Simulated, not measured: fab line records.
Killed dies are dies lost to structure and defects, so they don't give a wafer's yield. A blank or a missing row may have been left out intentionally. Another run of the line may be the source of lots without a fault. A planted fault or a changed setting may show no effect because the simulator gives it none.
Which tool was responsible? / flow gf180mcu / Sampling: 24 lots, 72 wafers, 2 of 602 route steps

## WHAT THE GAUGES READ, wafer by wafer
GF_V2_RS_MEAS_24: the measuring method here is four-point-probe.
lot=L074; measured=day 20 10:19; on=film metro-04; V2_W_RS (ohm/sq)=0.327 0.326 0.319
lot=L075; measured=day 21 07:24; on=film metro-04; V2_W_RS (ohm/sq)=0.329 0.325 0.324
lot=L076; measured=day 21 08:29; on=film metro-04; V2_W_RS (ohm/sq)=0.325 0.327 0.327
lot=L077; measured=day 21 13:33; on=film metro-02; V2_W_RS (ohm/sq)=0.331 0.328 0.326
lot=L078; measured=day 22 05:31; on=film metro-01; V2_W_RS (ohm/sq)=0.329 0.326 0.330
lot=L079; measured=day 22 16:34; on=film metro-02; V2_W_RS (ohm/sq)=0.330 0.321 0.326
lot=L081; measured=day 23 03:31; on=film metro-04; V2_W_RS (ohm/sq)=0.327 0.324 0.330
lot=L080; measured=day 23 04:32; on=film metro-01; V2_W_RS (ohm/sq)=0.331 0.330 0.330
lot=L082; measured=day 23 12:21; on=film metro-01; V2_W_RS (ohm/sq)=0.328 0.327 0.328
lot=L083; measured=day 23 20:10; on=film metro-01; V2_W_RS (ohm/sq)=0.329 0.330 0.330
lot=L084; measured=day 24 02:32; on=film metro-02; V2_W_RS (ohm/sq)=0.332 0.325 0.323
lot=L085; measured=day 24 07:38; on=film metro-04; V2_W_RS (ohm/sq)=0.326 0.321 0.327
lot=L086; measured=day 24 15:40; on=film metro-02; V2_W_RS (ohm/sq)=0.328 0.326 0.317
lot=L087; measured=day 24 21:45; on=film metro-01; V2_W_RS (ohm/sq)=0.331 0.330 0.332
lot=L088; measured=day 25 09:41; on=film metro-01; V2_W_RS (ohm/sq)=0.322 0.330 0.320
lot=L089; measured=day 25 13:39; on=film metro-01; V2_W_RS (ohm/sq)=0.327 0.325 0.316
lot=L090; measured=day 25 22:54; on=film metro-04; V2_W_RS (ohm/sq)=0.330 0.331 0.330
lot=L091; measured=day 26 07:32; on=film metro-02; V2_W_RS (ohm/sq)=0.318 0.322 0.317
lot=L092; measured=day 26 10:42; on=film metro-02; V2_W_RS (ohm/sq)=0.324 0.327 0.326
lot=L093; measured=day 26 15:30; on=film metro-02; V2_W_RS (ohm/sq)=0.333 0.330 0.328
lot=L094; measured=day 27 00:45; on=film metro-04; V2_W_RS (ohm/sq)=0.330 0.326 0.325
lot=L095; measured=day 27 10:32; on=film metro-02; V2_W_RS (ohm/sq)=0.325 0.322 0.334
lot=L096; measured=day 27 13:15; on=film metro-01; V2_W_RS (ohm/sq)=0.322 0.328 0.328
lot=L097; measured=day 27 17:50; on=film metro-04; V2_W_RS (ohm/sq)=0.324 0.317 0.320

## TOOL THAT RAN EACH LOT (tool first, then ch and the chambers of the sampled wafers, then the start)
lot=L074; GF_V2_SPUTTER_22=pvd sputter-02, day 20 10:09
lot=L075; GF_V2_SPUTTER_22=pvd sputter-03, day 21 07:13
lot=L076; GF_V2_SPUTTER_22=pvd sputter-04, day 21 08:20
lot=L077; GF_V2_SPUTTER_22=pvd sputter-04, day 21 13:23
lot=L078; GF_V2_SPUTTER_22=pvd sputter-02, day 22 05:22
lot=L079; GF_V2_SPUTTER_22=pvd sputter-02, day 22 16:25
lot=L081; GF_V2_SPUTTER_22=pvd sputter-02, day 23 03:20
lot=L080; GF_V2_SPUTTER_22=pvd sputter-04, day 23 04:21
lot=L082; GF_V2_SPUTTER_22=pvd sputter-02, day 23 12:12
lot=L083; GF_V2_SPUTTER_22=pvd sputter-03, day 23 20:00
lot=L084; GF_V2_SPUTTER_22=pvd sputter-03, day 24 02:23
lot=L085; GF_V2_SPUTTER_22=pvd sputter-04, day 24 07:27
lot=L086; GF_V2_SPUTTER_22=pvd sputter-02, day 24 15:31
lot=L087; GF_V2_SPUTTER_22=pvd sputter-04, day 24 21:34
lot=L088; GF_V2_SPUTTER_22=pvd sputter-02, day 25 09:29
lot=L089; GF_V2_SPUTTER_22=pvd sputter-02, day 25 13:30
lot=L090; GF_V2_SPUTTER_22=pvd sputter-04, day 25 22:45
lot=L091; GF_V2_SPUTTER_22=pvd sputter-03, day 26 07:23
lot=L092; GF_V2_SPUTTER_22=pvd sputter-04, day 26 10:31
lot=L093; GF_V2_SPUTTER_22=pvd sputter-02, day 26 15:21
lot=L094; GF_V2_SPUTTER_22=pvd sputter-03, day 27 00:36
lot=L095; GF_V2_SPUTTER_22=pvd sputter-04, day 27 10:23
lot=L096; GF_V2_SPUTTER_22=pvd sputter-04, day 27 13:06
lot=L097; GF_V2_SPUTTER_22=pvd sputter-04, day 27 17:39
- GF_V2_SPUTTER_22: material TiN, target thk 10 nm, time 40 s.

## AS READ BY THE TOOLS THEMSELVES (means over the sampled wafers that have a number; for cases with no such wafer, the mark the record gives instead)
GF_V2_SPUTTER_22.
lot=L074; tool=pvd sputter-02; throttle valve pct (%)=29.9
lot=L075; tool=pvd sputter-03; throttle valve pct (%)=29.7
lot=L076; tool=pvd sputter-04; throttle valve pct (%)=30.7
lot=L077; tool=pvd sputter-04; throttle valve pct (%)=30.8
lot=L078; tool=pvd sputter-02; throttle valve pct (%)=29.5
lot=L079; tool=pvd sputter-02; throttle valve pct (%)=29.6
lot=L081; tool=pvd sputter-02; throttle valve pct (%)=29.4
lot=L080; tool=pvd sputter-04; throttle valve pct (%)=30.4
lot=L082; tool=pvd sputter-02; throttle valve pct (%)=29.6
lot=L083; tool=pvd sputter-03; throttle valve pct (%)=29.1
lot=L084; tool=pvd sputter-03; throttle valve pct (%)=29.0
lot=L085; tool=pvd sputter-04; throttle valve pct (%)=31.1
lot=L086; tool=pvd sputter-02; throttle valve pct (%)=29.4
lot=L087; tool=pvd sputter-04; throttle valve pct (%)=30.3
lot=L088; tool=pvd sputter-02; throttle valve pct (%)=29.4
lot=L089; tool=pvd sputter-02; throttle valve pct (%)=30.0
lot=L090; tool=pvd sputter-04; throttle valve pct (%)=30.3
lot=L091; tool=pvd sputter-03; throttle valve pct (%)=29.5
lot=L092; tool=pvd sputter-04; throttle valve pct (%)=30.3
lot=L093; tool=pvd sputter-02; throttle valve pct (%)=29.8
lot=L094; tool=pvd sputter-03; throttle valve pct (%)=29.7
lot=L095; tool=pvd sputter-04; throttle valve pct (%)=30.1
lot=L096; tool=pvd sputter-04; throttle valve pct (%)=30.9
lot=L097; tool=pvd sputter-04; throttle valve pct (%)=31.0

## THE ANSWER, worked out from the rows above alone
Rule: usual is defined by the lots themselves. The widest of any qualifying gaps counts: lots, ordered by their means at a reading, are off when they make up no more than a third of the lots, leave a main group of 4 or more, and stand apart from it by 3 or more times the standard deviation of that group's means. A main group is skipped when, at the precision printed for the reading in the tables above, its means are all equal. A lot without any number at a reading at which 4 lots or more have one is off too. The other lots that the step has rows for count as sound. First the gauges in route order, then the tools' own readings, where a lot's mean is used as printed above. At the first step where some lot is off, the reading lying furthest off is the one used; lots without a number count as furthest.
No lot is off on any of the readings shown, so nothing can be concluded from this.

## WHAT THE SIMULATOR PUT IN
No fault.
